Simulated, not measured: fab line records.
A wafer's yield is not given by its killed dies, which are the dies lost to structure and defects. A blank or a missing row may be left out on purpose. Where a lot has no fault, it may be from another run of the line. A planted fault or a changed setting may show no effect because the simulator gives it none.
The tool behind it: which one? :: flow sfq_line :: 21 wafers sampled from 7 lots at 1 step of a route of 325

## WHAT EACH GAUGE READ, for each wafer
SFQ_R5_OVL_MEAS_935.
lot: L255
measured: day 51 04:37
on: overlay-01
R5_OVL (nm): 6 6 10

lot: L258
measured: day 51 13:45
on: overlay-01
R5_OVL (nm): 5 7 7

lot: L262
measured: day 56 19:19
on: overlay-02
R5_OVL (nm): 4 6 -2

lot: L270
measured: day 62 18:46
on: overlay-02
R5_OVL (nm): -2 -4 -2

lot: L272
measured: day 68 00:55
on: overlay-02
R5_OVL (nm): 11 11 13

lot: L274
measured: day 68 06:28
on: overlay-01
R5_OVL (nm): 4 17 13

lot: L276
measured: day 70 02:26
on: overlay-02
R5_OVL (nm): 0 -3 5

## EACH LOT AND THE TOOL THAT RAN IT (in order: tool; ch and the chambers of the sampled wafers; start)
The record holds no process step before these readings.

## THE ANSWER, worked out from the rows above alone
Rule: the usual values come from the lots themselves. Put in order of their means at a reading, lots are off if they are a third of the lots or fewer, leave a main group of 4 or more, and stand apart from it by a gap of 3 or more times the standard deviation of the main group's means; of several such gaps the widest counts. A main group whose means are all the same, to the digits that the tables above print for the reading, isn't used. A lot without any number at a reading at which 4 lots or more have one is off too. Any other lot the step has rows for is counted as sound.
No lot is off at any reading shown: from this, nothing can be told.

## WHAT THE SIMULATOR HAD INSERTED
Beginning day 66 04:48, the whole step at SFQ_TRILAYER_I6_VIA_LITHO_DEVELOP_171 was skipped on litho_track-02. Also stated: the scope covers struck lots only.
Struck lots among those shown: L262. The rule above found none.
